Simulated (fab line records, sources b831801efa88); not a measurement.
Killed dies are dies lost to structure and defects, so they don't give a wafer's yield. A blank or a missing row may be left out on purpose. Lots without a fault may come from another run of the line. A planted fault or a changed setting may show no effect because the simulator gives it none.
fab line records | flow sky130
record lots=6 wafers=18 last_day=49
route steps=708 shown FIELD_ISO@17 NWELL@32 DNWELL@35 PWDE@45 SALICIDE@361 PAD_OPEN@708
lots that met no fault: from a run of the same line without faults
start_h: hours from the record's first day to the start of the lot's first wafer shown | wait_h: hours since the lot's step before | " the same as in the row above | L1.1+2: a row that stands for several wafers | - no value, or no start given | * or withheld: withheld | < > ~ a bound
route shown NAME@n: a module of which the file shows steps, and the number in the route of the first | usual: mean/standard deviation of fault-free wafers | same: alike in all rows | chamber/n: place in a boat | sites: the reading at each site | _std_site: their standard deviation | _edge_site: outer sites' mean less inner sites' | radius_mm: how far each site lies from the wafer's centre | mask NAME#n: copy n | behind: the tool/chamber that last shaped the wafer | hold: why the lot was held/for how many hours/how that ended | device: the transistor (n, p or np) that didn't switch | end of line: the same wafers' tests at the end of the route | a step without rows: its recipe alone | killed: dies lost to structure and defects at the first sort, not the wafer's yield | map: a wafer's dies, x killed, . not, _ none there
set.NAME: the setting as run; set.NAME@STEP: as run at that earlier step | model.NAME: the simulator's own value behind a step, which no gauge read
lots at some steps of the route; a table a step, a row a wafer
services: from which hour (start_h, from the record's first day; less than 0 if before it) a tool's chamber was out of use, for how many hours, and why
## steps
# step SKY_FIELD_ISO_STRIP_16
# recipe chemistry=O2/N2 power_w=1400 pressure_mtorr=1500 platen_temp_c=withheld o2_flow_sccm=3000 n2_flow_sccm=300 overash_fraction=0.5
# usual drypump_motor_current_A=5.6/0.54 oes_product_au=0.377/0.0045 strip_time_to_endpoint_s=3.542/0.029
# columns lot.wafer tool chamber start_h wait_h drypump_motor_current_A oes_product_au rf_hours_counter_h strip_time_to_endpoint_s
L969.3 plasma_asher-04 0 42.68 0.1 5.6 0.385 - 3.569
L969.5 " 0 " " 5.6 0.381 - 3.591
L969.6 " 1 " " 5.8 0.385 - 3.592
L974.1 plasma_asher-04 1 64.95 0.0 5.9 0.386 38 3.528
L974.2 " 0 " " 5.6 0.382 38 3.518
L974.3 " 0 " " 5.6 0.382 - 3.582
L982.1 plasma_asher-02 1 107.58 0.0 4.8 0.381 40 3.506
L982.2 " 0 " " 6.4 0.373 40 3.504
L982.5 " 0 " " 6.4 0.374 - 3.530
L983.1 plasma_asher-01 0 112.70 0.0 5.2 0.378 31 3.528
L983.2 " 1 " " 5.8 0.380 31 3.501
L983.4 " 1 " " 5.8 0.375 - 3.521
L987.1 plasma_asher-01 1 138.83 0.0 5.8 0.376 33 3.555
L987.2 " 0 " " 5.2 0.374 33 3.506
L987.3 " 1 " " 5.8 0.371 - 3.515
L988.1 plasma_asher-02 1 141.76 0.0 4.8 0.379 44 3.548
L988.2 " 0 " " 6.4 0.376 44 3.534
L988.4 " 1 " " 4.9 0.375 - 3.566
# step SKY_FIELD_ISO_ETCH_17
# recipe target_depth_a=3420 mask_material=Si3N4 chemistry=HBr/Cl2/O2 target=Si taper_deg=5 icp_w=600 bias_w=150 pressure_mtorr=15 HBr_flow_sccm=150 Cl2_flow_sccm=40 O2_flow_sccm=6 time_s=97.7
# usual drypump_motor_current_A=5.5/0.44 oes_product_au=1.001/0.0077 run_length_s=126.3/0.57 throttle_valve_pct=25.656/0.0098
# columns lot.wafer tool chamber start_h wait_h drypump_motor_current_A oes_product_au rf_hours_counter_h run_length_s throttle_valve_pct
L969.3 rie_si-02 1 42.75 0.0 5.2 1.010 78 126.8 25.649
L969.5 " 2 " " 5.4 1.005 - 126.2 25.669
L969.6 " 3 " " 6.3 1.009 - 126.4 25.660
L974.1 rie_si-01 2 65.05 0.1 6.1 0.998 19 126.8 25.660
L974.2 " 3 " " 5.5 0.997 72 125.7 25.659
L974.3 " 0 " " 5.1 0.995 3 125.1 25.656
L982.1 rie_si-01 1 107.68 0.1 5.0 1.013 54 126.7 25.625
L982.2 " 3 " " 5.5 1.001 72 125.5 25.659
L982.5 " 3 " " 5.5 1.007 - 126.1 25.637
L983.1 rie_si-01 1 112.80 0.1 5.0 1.008 54 126.6 25.652
L983.2 " 3 " " 5.5 0.999 73 125.8 25.668
L983.4 " 3 " " 5.5 1.000 - 125.8 25.658
L987.1 rie_si-01 3 138.93 0.1 5.5 0.996 73 125.5 25.650
L987.2 " 0 " " 5.1 1.010 4 125.4 25.647
L987.3 " 1 " " 5.0 1.019 54 126.6 25.651
L988.1 rie_si-02 2 141.86 0.1 5.4 0.998 95 126.2 25.668
L988.2 " 0 " " 5.9 0.990 97 126.2 25.659
L988.4 " 0 " " 6.0 0.996 - 126.4 25.660
# step SKY_FIELD_ISO_WET_ETCH_18
# recipe chemistry=H3PO4 target_depth_nm=25 temp_c=160 target=Si3N4 time_s=286
# step SKY_FIELD_ISO_CLEAN_19
# recipe chemistry=SC1/SC2 mix=1:4:20 temp_c=70 time_s=150
# step SKY_FIELD_ISO_CLEAN_20
# recipe chemistry=dHF time_s=20 dilution=100:1
# step SKY_FIELD_ISO_WET_ETCH_21
# recipe chemistry=dHF dilution=100:1 target_depth_nm=20 dry=ipa_marangoni target=SiO2 temp_c=25 time_s=400
# step SKY_FIELD_ISO_OXIDATION_22
# recipe temp_c=950 ambient=O2 stabilise_s=600 purge_s=300 target_thk_a=100 ox_time_s=623
# step SKY_FIELD_ISO_THK_MEAS_23
# recipe reads=SiO2_of_FIELD_ISO_OXIDATION_22
# usual FIELD_ISO_OXIDATION_01_THK=9.92/0.15
# columns lot.wafer tool chamber start_h wait_h FIELD_ISO_OXIDATION_01_THK[nm]
L969.3 film_metro-02 - 44.33 0.0 9.69
L969.5 " - " " 9.66
L969.6 " - " " 9.79
L974.1 film_metro-04 - 68.84 0.0 10.11
L974.2 " - " " 10.10
L974.3 " - " " 10.17
L982.1 film_metro-03 - 112.76 0.0 9.97
L982.2 " - " " 10.13
L982.5 " - " " 10.17
L983.1 film_metro-02 - 116.70 0.0 9.95
L983.2 " - " " 10.19
L983.4 " - " " 9.97
L987.1 film_metro-03 - 140.68 0.0 9.96
L987.2 " - " " 9.85
L987.3 " - " " 9.84
L988.1 film_metro-04 - 143.37 0.0 9.99
L988.2 " - " " 9.97
L988.4 " - " " 9.86
# step SKY_FIELD_ISO_CVD_24
# recipe material=SiO2 target_thk_nm=595 temp_c=650 sigma_open_frac=0.3 time_s=99.2 sih4_flow_sccm=60 pressure_mtorr=6
# step SKY_FIELD_ISO_THK_MEAS_25
# recipe reads=SiO2_of_FIELD_ISO_CVD_24
# usual FIELD_ISO_CVD_24_THK=595/4.9
# columns lot.wafer tool chamber start_h wait_h FIELD_ISO_CVD_24_THK[nm]
L969.3 film_metro-04 - 44.46 0.1 587
L969.5 " - " " 599
L969.6 " - " " 586
L974.1 film_metro-04 - 69.04 0.1 600
L974.2 " - " " 593
L974.3 " - " " 593
L982.1 film_metro-02 - 112.89 0.0 589
L982.2 " - " " 600
L982.5 " - " " 596
L983.1 film_metro-04 - 116.83 0.0 599
L983.2 " - " " 597
L983.4 " - " " 601
L987.1 film_metro-04 - 140.81 0.0 591
L987.2 " - " " 591
L987.3 " - " " 588
L988.1 film_metro-03 - 143.51 0.0 588
L988.2 " - " " 589
L988.4 " - " " 594
# step SKY_FIELD_ISO_ANNEAL_26
# recipe temp_c=1000 time_s=1800 ambient=N2
# step SKY_FIELD_ISO_CMP_27
# recipe stop_on=Si3N4 t_overpolish_s=16 down_force_psi=4 platen_rpm=60 target_thk_nm=457.8 pad_velocity_m_s=0.94248
# usual motor_current_A=12.7/1.2 overpolish_run_s=16.000/0.0084 platen_rpm=60.00/0.039 time_to_endpoint_s=112/3.8
# columns lot.wafer tool chamber start_h wait_h motor_current_A overpolish_run_s platen_rpm time_to_endpoint_s
L969.3 cmp-01 1 46.25 0.2 12.8 16.010 60.00 110
L969.5 " 3 " " 10.9 16.010 59.97 115
L969.6 " 0 " " 11.0 15.994 59.96 108
L974.3 cmp-02 1 73.19 0.0 14.5 16.002 59.99 111
L974.2 " 2 " " 15.0 15.996 60.07 110
L974.1 " 3 " " 12.2 15.994 60.00 112
L982.1 cmp-01 0 116.78 0.1 11.3 16.002 59.95 106
L982.2 " 1 " " 12.2 15.995 59.96 115
L982.5 " 2 " " 11.7 16.020 60.03 114
L983.2 cmp-01 3 119.71 0.0 11.6 16.017 59.96 112
L983.1 " 0 " " 11.8 16.000 59.94 112
L983.4 " 1 " " 12.9 16.011 59.95 112
L987.2 cmp-02 0 143.47 0.1 12.5 15.990 59.93 103
L987.1 " 1 " " 13.7 16.002 60.00 107
L987.3 " 2 " " 15.5 15.992 60.06 104
L988.2 cmp-02 0 145.07 0.0 13.2 16.008 60.02 105
L988.4 " 1 " " 13.7 16.001 59.97 108
L988.1 " 2 " " 14.8 15.986 59.96 106
# step SKY_FIELD_ISO_WET_ETCH_28
# recipe chemistry=dHF target_depth_nm=23.7 target=SiO2 dilution=10:1 temp_c=25 time_s=47
# usual run_length_s=75/3.1
# columns lot.wafer tool chamber start_h wait_h run_length_s model.SiO2_of_FIELD_ISO_CVD_24.thk_nm
L969.3 wet_bench-02 3 46.45 0.1 79 432.8
L969.5 " 3 " " 79 434.8
L969.6 " 3 " " 79 433.3
L974.1 wet_bench-03 0 73.49 0.1 72 435.9
L974.2 " 0 " " 72 434.8
L974.3 " 0 " " 72 436
L982.1 wet_bench-02 1 116.98 0.1 44 451.1
L982.2 " 1 " " 44 451.6
L982.5 " 1 " " 44 452.4
L983.1 wet_bench-02 1 120.01 0.2 43 450.6
L983.2 " 1 " " 43 453.2
L983.4 " 1 " " 43 452.2
L987.1 wet_bench-03 1 143.72 0.1 74 434.8
L987.2 " 1 " " 74 435.1
L987.3 " 1 " " 74 434.5
L988.1 wet_bench-03 2 145.37 0.1 75 433.3
L988.2 " 2 " " 75 433.4
L988.4 " 2 " " 75 434.2
# step SKY_FIELD_ISO_WET_ETCH_29
# recipe chemistry=H3PO4 target_depth_nm=160 target=Si3N4 temp_c=160 time_s=1825
# step SKY_FIELD_ISO_WET_ETCH_30
# recipe chemistry=dHF target_depth_nm=25 target=SiO2 dilution=10:1 temp_c=25 time_s=50
# step SKY_NWELL_CLEAN_00
# recipe chemistry=SC1/SC2 mix=1:4:20 temp_c=70 time_s=150 dry=n2_spin
# step SKY_NWELL_OXIDATION_01
# recipe temp_c=900 ambient=O2 stabilise_s=600 purge_s=300 target_thk_a=100 ox_time_s=1418
# step SKY_NWELL_THK_MEAS_02
# recipe reads=SiO2_of_NWELL_OXIDATION_01
# usual NWELL_OXIDATION_THK=10.03/0.18
# columns lot.wafer tool chamber start_h wait_h NWELL_OXIDATION_THK[nm]
L969.3 film_metro-02 - 48.83 0.0 10.11
L969.5 " - " " 10.10
L969.6 " - " " 10.19
L974.1 film_metro-02 - 76.10 0.0 9.82
L974.2 " - " " 9.83
L974.3 " - " " 9.94
L982.1 film_metro-02 - 120.88 0.0 10.13
L982.2 " - " " 10.07
L982.5 " - " " 10.03
L983.1 film_metro-01 - 123.62 0.0 10.12
L983.2 " - " " 10.04
L983.4 " - " " 10.19
L987.1 film_metro-01 - 146.30 0.0 10.00
L987.2 " - " " 9.93
L987.3 " - " " 9.99
L988.1 film_metro-02 - 147.70 0.0 9.85
L988.2 " - " " 9.86
L988.4 " - " " 9.81
# step SKY_DNWELL_DEHYDRATE_00
# recipe temp_c=200 time_s=60
# step SKY_DNWELL_HMDS_01
# recipe prime_time_s=60 prime_temp_c=120
# step SKY_DNWELL_COAT_02
# recipe spin_rpm=2000 resist_thk_nm=3000
# step SKY_DNWELL_SOFTBAKE_03
# recipe temp_c=110 time_s=withheld
# step SKY_DNWELL_EXPOSE_04
# recipe mask_id=DNM na=0.57 target_cd_nm=3000 dose_mj=222
# step SKY_DNWELL_PEB_05
# recipe temp_c=115 time_s=withheld
# step SKY_DNWELL_DEVELOP_06
# recipe wall_angle_deg=90 developer=TMAH develop_time_s=60 dev_temp_c=23
# step SKY_DNWELL_IMPLANT_07
# recipe species=P energy_kev=withheld dose_cm2=withheld tilt_deg=withheld
# step SKY_DNWELL_STRIP_08
# recipe chemistry=O2/N2 power_w=1400 pressure_mtorr=1500 platen_temp_c=withheld o2_flow_sccm=3000 n2_flow_sccm=300 overash_fraction=0.5
# usual drypump_motor_current_A=5.6/0.67 oes_product_au=0.723/0.0047 strip_time_to_endpoint_s=36.92/0.1
# columns lot.wafer tool chamber start_h wait_h drypump_motor_current_A oes_product_au rf_hours_counter_h strip_time_to_endpoint_s
L969.3 plasma_asher-03 1 65.44 0.1 4.9 0.725 - 36.91
L969.5 " 1 " " 4.9 0.728 - 36.88
L969.6 " 0 " " 6.3 0.724 - 36.98
L974.1 plasma_asher-02 1 92.36 0.1 4.9 0.713 39 37.01
L974.2 " 0 " " 6.4 0.731 39 36.96
L974.3 " 1 " " 4.8 0.727 - 37.01
L982.1 plasma_asher-03 1 139.11 0.1 4.9 0.723 47 37.08
L982.2 " 0 " " 6.3 0.722 47 36.99
L982.5 " 0 " " 6.3 0.734 - 36.93
L983.1 plasma_asher-03 0 141.96 0.1 6.3 0.726 47 36.97
L983.2 " 1 " " 4.9 0.724 47 36.87
L983.4 " 0 " " 6.3 0.726 - 36.96
L987.1 plasma_asher-03 0 166.51 0.1 6.2 0.726 50 36.87
L987.2 " 1 " " 4.9 0.721 50 37.03
L987.3 " 0 " " 6.2 0.726 - 37.02
L988.1 plasma_asher-03 1 167.76 0.1 4.9 0.731 50 36.63
L988.2 " 0 " " 6.3 0.726 50 36.87
L988.4 " 1 " " 4.9 0.717 - 36.83
# step SKY_DNWELL_TW_MEAS_09
# usual DNWELL_TW=1112/6
# columns lot.wafer tool chamber start_h wait_h DNWELL_TW
L969.3 film_metro-02 - 65.53 0.1 1117
L969.5 " - " " 1119
L969.6 " - " " 1113
L974.1 film_metro-01 - 92.46 0.1 1103
L974.2 " - " " 1104
L974.3 " - " " 1114
L982.1 film_metro-02 - 139.21 0.1 1113
L982.2 " - " " 1107
L982.5 " - " " 1117
L983.1 film_metro-02 - 142.06 0.1 1115
L983.2 " - " " 1113
L983.4 " - " " 1109
L987.1 film_metro-02 - 166.61 0.1 1121
L987.2 " - " " 1125
L987.3 " - " " 1126
L988.1 film_metro-02 - 167.86 0.1 1118
L988.2 " - " " 1112
L988.4 " - " " 1113
# step SKY_PWDE_DEHYDRATE_00
# recipe temp_c=200 time_s=60
# step SKY_PWDE_HMDS_01
# recipe prime_time_s=60 prime_temp_c=120
# step SKY_PWDE_COAT_02
# recipe spin_rpm=2000 resist_thk_nm=3000
# step SKY_PWDE_SOFTBAKE_03
# recipe temp_c=110 time_s=withheld
# step SKY_PWDE_EXPOSE_04
# recipe mask_id=PWDEM na=0.6 source_shape=conventional sigma_outer=0.6 polarization=unpolarized target_cd_nm=840 dose_mj=214
# step SKY_PWDE_PEB_05
# recipe temp_c=115 time_s=withheld
# step SKY_PWDE_DEVELOP_06
# recipe wall_angle_deg=90 developer=TMAH develop_time_s=60 dev_temp_c=23
# step SKY_PWDE_OVL_MEAS_07
# usual PWDE_OVL=1.5/1.6
# columns lot.wafer tool chamber start_h wait_h PWDE_OVL[nm]
L969.3 overlay-02 - 81.45 - 0.8
L969.5 " - " " 0.9
L969.6 " - " " 1.0
L974.1 overlay-01 - 109.47 - 2.8
L974.2 " - " " 0.0
L974.3 " - " " 1.3
L982.1 overlay-01 - 158.61 - 1.3
L982.2 " - " " 2.3
L982.5 " - " " 0.1
L983.1 overlay-02 - 162.09 - -1.8
L983.2 " - " " -0.3
L983.4 " - " " 1.3
L987.1 overlay-02 - 186.89 - 4.2
L987.2 " - " " 1.2
L987.3 " - " " 2.0
L988.1 overlay-02 - 188.44 - 4.5
L988.2 " - " " 4.3
L988.4 " - " " 2.0
# step SKY_PWDE_IMPLANT_08
# recipe species=B energy_kev=150 dose_cm2=3.6e+12 tilt_deg=withheld
# step SKY_PWDE_STRIP_09
# recipe chemistry=O2/N2 power_w=1400 pressure_mtorr=1500 platen_temp_c=withheld o2_flow_sccm=3000 n2_flow_sccm=300 overash_fraction=0.5
# usual drypump_motor_current_A=5.6/0.41 oes_product_au=0.722/0.0042 strip_time_to_endpoint_s=36.95/0.099
# columns lot.wafer tool chamber start_h wait_h drypump_motor_current_A oes_product_au rf_hours_counter_h strip_time_to_endpoint_s
L969.3 plasma_asher-04 0 81.66 0.1 5.6 0.719 - 36.89
L969.5 " 1 " " 5.8 0.720 - 36.93
L969.6 " 0 " " 5.6 0.725 - 36.79
L974.1 plasma_asher-01 0 109.65 0.1 5.2 0.718 30 36.98
L974.2 " 1 " " 5.8 0.720 30 36.98
L974.3 " 0 " " 5.2 0.721 - 36.84
L982.1 plasma_asher-04 1 158.80 0.1 5.8 0.714 3 36.99
L982.2 " 0 " " 5.6 0.723 3 36.92
L982.5 " 1 " " 5.8 0.727 - 36.95
L983.1 plasma_asher-04 1 162.28 0.1 5.8 0.717 4 37.07
L983.2 " 0 " " 5.6 0.724 4 36.99
L983.4 " 1 " " 5.8 0.724 - 36.94
L987.1 plasma_asher-03 1 187.08 0.1 4.9 0.728 52 37.02
L987.2 " 0 " " 6.2 0.718 52 37.09
L987.3 " 0 " " 6.2 0.719 - 36.95
L988.1 plasma_asher-03 1 188.63 0.1 4.9 0.720 52 37.05
L988.2 " 0 " " 6.2 0.714 52 37.07
L988.4 " 0 " " 6.3 0.724 - 37.03
# step SKY_PWDE_TW_MEAS_10
# usual PWDE_TW=373.1/1.8
# columns lot.wafer tool chamber start_h wait_h PWDE_TW
L969.3 film_metro-01 - 81.75 0.1 373.7
L969.5 " - " " 372.1
L969.6 " - " " 373.3
L974.1 film_metro-02 - 109.75 0.1 377.9
L974.2 " - " " 377.3
L974.3 " - " " 375.5
L982.1 film_metro-03 - 158.90 0.1 372.1
L982.2 " - " " 372.6
L982.5 " - " " 372.8
L983.1 film_metro-03 - 162.38 0.1 370.9
L983.2 " - " " 370.8
L983.4 " - " " 371.9
L987.1 film_metro-01 - 187.18 0.1 372.1
L987.2 " - " " 373.4
L987.3 " - " " 374.3
L988.1 film_metro-03 - 188.73 0.1 372.6
L988.2 " - " " 374.0
L988.4 " - " " 371.2
# step SKY_NWELL_DEHYDRATE_03
# recipe temp_c=200 time_s=60
# step SKY_NWELL_HMDS_04
# recipe prime_time_s=60 prime_temp_c=120
# step SKY_NWELL_COAT_05
# recipe spin_rpm=2000 resist_thk_nm=3000
# step SKY_SALICIDE_CLEAN_00
# recipe chemistry=HF-last time_s=30 dilution=100:1 dry=ipa_marangoni
# columns lot.wafer tool chamber start_h wait_h model.SiO2_of_FIELD_ISO_CVD_24.thk_nm
L969.3 wet_bench-02 3 660.55 0.1 357.6
L969.5 " 3 " " 359.4
L969.6 " 3 " " 358.4
L974.1 wet_bench-02 2 703.49 0.1 360.8
L974.2 " 2 " " 359.6
L974.3 " 2 " " 360.9
L982.1 wet_bench-02 0 771.64 0.1 375.2
L982.2 " 0 " " 375.8
L982.5 " 0 " " 376.5
L983.1 wet_bench-03 0 776.56 0.1 376.4
L983.2 " 0 " " 378.5
L983.4 " 0 " " 377.5
L987.1 wet_bench-02 1 809.34 0.1 359
L987.2 " 1 " " 359.2
L987.3 " 1 " " 358.5
L988.1 wet_bench-03 0 809.99 0.1 357.5
L988.2 " 0 " " 357.6
L988.4 " 0 " " 358.4
# step SKY_PAD_OPEN_PROBE_99
# usual killed_at_M0_to_M3=43/6.8 killed_at_M4_up=3.2/1.8 killed_at_contacts=24/5.2 killed_at_front_end=15/4.2 killed_at_other=0.4/0.62 killed_dies=85/8.7 killed_open=46/6.7 killed_short=39/5.9
# same gross_dies=492 killed_at_back_side=0
# columns lot.wafer tool chamber start_h wait_h killed_at_M0_to_M3 killed_at_M4_up killed_at_contacts killed_at_front_end killed_at_other killed_dies killed_open killed_short model.etest.res_p_drift_20v.line_ohm_um model.etest.res_p_drift_20v.rs_ohm_sq model.etest.pfet_16v.r_on_ohm_um model.etest.res_iso_pwell.rs_ohm_sq model.etest.res_iso_pwell.line_ohm_um model.etest.res_nwell.rs_ohm_sq model.etest.pfet_16v.drive_ua_um model.etest.res_nwell.width_nm
L969.3 prober-01 - 1082.37 0.2 41 1 31 15 0 88 50 38 1.129e+04 9490 1.529e+04 3126 1191 1018 242.7 836.8
L969.5 prober-01 - 1082.47 0.2 46 3 17 21 0 87 48 39 1.097e+04 9364 1.512e+04 3049 1159 1008 246.2 836.1
L969.6 prober-01 - 1082.52 0.2 33 2 20 10 0 65 34 30 1.116e+04 9390 1.519e+04 3075 1157 1012 242.8 828.5
L974.1 prober-02 - 1115.97 0.1 34 7 22 15 0 78 42 36 1.137e+04 9541 1.528e+04 3356 1245 969.4 247.4 833.6
L974.2 prober-02 - 1116.02 0.1 47 4 21 16 1 89 49 40 1.125e+04 9503 1.521e+04 3261 1238 961.2 247.2 833.8
L974.3 prober-02 - 1116.07 0.2 45 2 24 15 0 86 47 39 1.14e+04 9626 1.522e+04 3352 1258 964.6 246 832.7
L982.1 prober-01 - 1162.77 0.1 43 4 19 12 0 78 45 33 1.457e+04 1.202e+04 1.73e+04 4777 1829 1001 213.4 878.5
L982.2 prober-01 - 1162.82 0.1 52 4 20 14 0 90 45 45 1.332e+04 1.102e+04 1.665e+04 4240 1618 964.7 229.4 869.9
L982.5 prober-01 - 1162.97 0.2 43 1 18 18 0 80 48 32 1.35e+04 1.126e+04 1.672e+04 4347 1662 970.6 229.1 867.9
L983.1 prober-02 - 1163.92 0.1 41 1 20 22 0 84 46 38 1.215e+04 1.006e+04 1.594e+04 3422 1306 992.3 238.2 850.7
L983.2 prober-02 - 1163.97 0.1 46 4 23 22 0 95 56 39 1.168e+04 9671 1.558e+04 3210 1217 961.6 241.9 843.4
L983.4 prober-02 - 1164.07 0.2 45 3 26 20 0 94 47 47 1.135e+04 9562 1.548e+04 3217 1207 973.5 245.3 851.1
L987.1 prober-02 - 1183.85 0.1 60 4 20 10 0 94 54 40 1.15e+04 9456 1.509e+04 3112 1166 956 249.6 830
L987.2 prober-02 - 1183.90 0.1 51 4 28 16 0 99 56 43 1.168e+04 9839 1.536e+04 3234 1239 976.3 247.7 834.1
L987.3 prober-02 - 1183.95 0.2 40 6 26 15 0 87 49 37 1.178e+04 9902 1.548e+04 3370 1274 990.5 243.1 831.8
L988.1 prober-01 - 1187.36 0.1 35 3 21 17 0 76 44 32 1.19e+04 9740 1.473e+04 2917 1107 892 251.1 833.5
L988.2 prober-01 - 1187.41 0.1 46 4 23 9 0 82 45 37 1.189e+04 9884 1.483e+04 2945 1122 894.5 251.4 841.6
L988.4 prober-01 - 1187.51 0.2 56 3 23 14 0 96 46 49 1.215e+04 9967 1.483e+04 2974 1107 895 251.5 838.2
# killed by level:class
L969.3 CONTACT:geometric_particle:open=16 VIA1:geometric_particle:open=7 METAL1:geometric_particle:short=6 METAL2:geometric_particle:short=6 VIA3:geometric_particle:open=6 POLY_GATE:geometric_particle:short=5 POLY_GATE:geometric_particle:open=5 VIA2:geometric_particle:open=5
L969.5 VIA3:geometric_particle:open=11 VIA2:geometric_particle:open=9 CONTACT:geometric_particle:open=9 FIELD_ISO:geometric_particle:short=7 VIA1:geometric_particle:short=7 VIA1:geometric_particle:open=6 POLY_GATE:geometric_particle:short=5 METAL1:geometric_particle:short=4
L969.6 VIA1:geometric_particle:open=8 METAL1:geometric_particle:short=6 FIELD_ISO:geometric_particle:open=5 CONTACT:geometric_particle:open=5 VIA3:geometric_particle:open=5 LI_CONTACT:geometric_particle:open=4 LOCAL_INTERCONNECT:geometric_particle:short=4 METAL2:geometric_particle:short=4
L974.1 LI_CONTACT:geometric_particle:open=7 VIA1:geometric_particle:open=7 CONTACT:geometric_particle:open=6 FIELD_ISO:geometric_particle:open=5 METAL1:geometric_particle:short=5 METAL2:geometric_particle:short=5 METAL2:geometric_particle:open=5 METAL4:geometric_particle:short=5
L974.2 VIA1:geometric_particle:open=12 LI_CONTACT:geometric_particle:open=10 VIA1:geometric_particle:short=8 METAL2:geometric_particle:short=6 VIA3:geometric_particle:short=6 POLY_GATE:geometric_particle:short=5 CONTACT:geometric_particle:open=5 POLY_GATE:geometric_particle:open=4
L974.3 CONTACT:geometric_particle:open=11 METAL1:geometric_particle:short=11 LI_CONTACT:geometric_particle:open=9 VIA3:geometric_particle:open=7 FIELD_ISO:geometric_particle:short=6 VIA1:geometric_particle:open=6 VIA3:geometric_particle:short=5 VIA2:geometric_particle:short=4
L982.1 VIA1:geometric_particle:open=10 CONTACT:geometric_particle:short=8 VIA3:geometric_particle:open=8 CONTACT:geometric_particle:open=7 METAL2:geometric_particle:short=6 VIA2:geometric_particle:open=5 VIA1:geometric_particle:short=4 FIELD_ISO:geometric_particle:short=3
L982.2 METAL2:geometric_particle:short=11 VIA1:geometric_particle:short=10 VIA1:geometric_particle:open=10 LI_CONTACT:geometric_particle:open=6 FIELD_ISO:geometric_particle:open=5 CONTACT:geometric_particle:open=5 METAL1:geometric_particle:short=4 METAL2:geometric_particle:open=4
L982.5 VIA1:geometric_particle:open=9 VIA3:geometric_particle:open=8 LI_CONTACT:geometric_particle:open=8 CONTACT:geometric_particle:open=6 VIA3:geometric_particle:short=5 FIELD_ISO:geometric_particle:open=4 VIA2:geometric_particle:short=4 FIELD_ISO:geometric_particle:short=3
L983.1 VIA1:geometric_particle:open=12 CONTACT:geometric_particle:open=11 METAL2:geometric_particle:short=9 FIELD_ISO:geometric_particle:open=7 POLY_GATE:geometric_particle:short=6 FIELD_ISO:geometric_particle:short=5 CONTACT:geometric_particle:short=4 METAL1:geometric_particle:open=4
L983.2 VIA2:geometric_particle:open=10 VIA3:geometric_particle:open=10 VIA1:geometric_particle:open=10 CONTACT:geometric_particle:open=9 FIELD_ISO:geometric_particle:short=7 LI_CONTACT:geometric_particle:open=5 POLY_GATE:geometric_particle:short=5 FIELD_ISO:geometric_particle:open=4
L983.4 CONTACT:geometric_particle:open=9 LOCAL_INTERCONNECT:geometric_particle:short=8 VIA2:geometric_particle:open=8 FIELD_ISO:geometric_particle:short=7 METAL1:geometric_particle:short=7 VIA1:geometric_particle:open=7 FIELD_ISO:geometric_particle:open=5 METAL2:geometric_particle:open=5
L987.1 VIA1:geometric_particle:open=14 METAL1:geometric_particle:short=10 CONTACT:geometric_particle:open=9 VIA3:geometric_particle:open=8 LI_CONTACT:geometric_particle:open=5 VIA1:geometric_particle:short=5 METAL2:geometric_particle:short=5 VIA2:geometric_particle:open=4
L987.2 VIA1:geometric_particle:open=13 CONTACT:geometric_particle:open=11 METAL2:geometric_particle:short=8 LI_CONTACT:geometric_particle:open=7 METAL3:geometric_particle:short=7 VIA3:geometric_particle:open=5 CONTACT:geometric_particle:short=5 VIA2:geometric_particle:open=5
L987.3 CONTACT:geometric_particle:open=13 VIA1:geometric_particle:open=7 VIA2:geometric_particle:open=6 METAL4:geometric_particle:short=6 LOCAL_INTERCONNECT:geometric_particle:short=5 METAL2:geometric_particle:short=5 VIA3:geometric_particle:open=5 FIELD_ISO:geometric_particle:short=4
L988.1 LI_CONTACT:geometric_particle:open=7 VIA1:geometric_particle:open=7 CONTACT:geometric_particle:open=6 FIELD_ISO:geometric_particle:short=5 POLY_GATE:geometric_particle:open=4 METAL1:geometric_particle:short=4 METAL2:geometric_particle:short=4 VIA2:geometric_particle:short=4
L988.2 VIA3:geometric_particle:open=12 VIA1:geometric_particle:open=10 METAL2:geometric_particle:short=7 LOCAL_INTERCONNECT:geometric_particle:short=6 FIELD_ISO:geometric_particle:short=5 LI_CONTACT:geometric_particle:open=5 CONTACT:geometric_particle:open=5 VIA1:geometric_particle:short=5
L988.4 VIA1:geometric_particle:open=11 VIA1:geometric_particle:short=8 LI_CONTACT:geometric_particle:open=7 VIA3:geometric_particle:short=7 CONTACT:geometric_particle:open=6 VIA2:geometric_particle:open=6 METAL2:geometric_particle:short=6 VIA3:geometric_particle:open=6
## services
# columns tool chamber start_h hours kind
plasma_asher-04 - 108.75 9.0 pm
rie_si-01 0 111.10 5.3 repair
rie_si-01 2 135.51 2.1 repair
plasma_asher-04 - 141.71 4.5 repair
plasma_asher-03 - 170.99 1.3 repair
wet_bench-02 - 192.43 64.6 pm
plasma_asher-04 - 195.30 4.3 repair
rie_si-01 - 202.11 0.2 repair
rie_si-01 0 216.18 2.4 repair
wet_bench-03 - 263.86 3.2 repair
plasma_asher-04 - 309.93 2.8 pm
rie_si-01 - 321.47 4.3 pm
plasma_asher-03 - 421.28 9.0 pm
wet_bench-03 - 425.42 2.7 repair
plasma_asher-03 - 489.02 14.6 pm
plasma_asher-04 - 509.19 14.6 pm
plasma_asher-04 - 555.10 6.4 repair
plasma_asher-04 - 555.39 1.1 repair
plasma_asher-04 - 643.86 1.8 repair
rie_si-01 - 685.86 14.6 pm
plasma_asher-04 - 703.84 1.4 repair
plasma_asher-03 - 747.25 0.9 repair
rie_si-01 - 769.08 2.8 pm
rie_si-01 - 808.59 0.5 repair
## key
first_sign step=SKY_FIELD_ISO_WET_ETCH_28 reading=run_length_s direction=down sigmas=10 usual=* struck=*
effect none on later readings
model_effect step=SKY_FIELD_ISO_WET_ETCH_28 value=SiO2_of_FIELD_ISO_CVD_24.thk_nm without=433.7 struck=451.9
model_effect step=SKY_SALICIDE_CLEAN_00 value=SiO2_of_FIELD_ISO_CVD_24.thk_nm without=358.5 struck=376.6
model_effect step=SKY_PAD_OPEN_PROBE_99 value=etest.res_p_drift_20v.line_ohm_um without=1.126e+04 struck=1.276e+04
met_at SKY_FIELD_ISO_WET_ETCH_28
struck_wafers L982.1,L982.2,L982.5,L983.1,L983.2,L983.4
tester_left_out L982,L983
onset_between 46.45 116.98
fault kind=process_parameter_drift tool=wet_bench-02 chamber=- onset_h=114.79 steps=SKY_FIELD_ISO_WET_ETCH_28 channel=time_s offset=* shape=step end_h=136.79 acts_in=* stated=*
# tester_left_out: of these lots the tester's yield and bins aren't shown, on N5 and GAA mostly nor the transistor test; their killed dies are dies lost to structure and defects alone, not to doping, threshold or leakage, so they don't give the yield
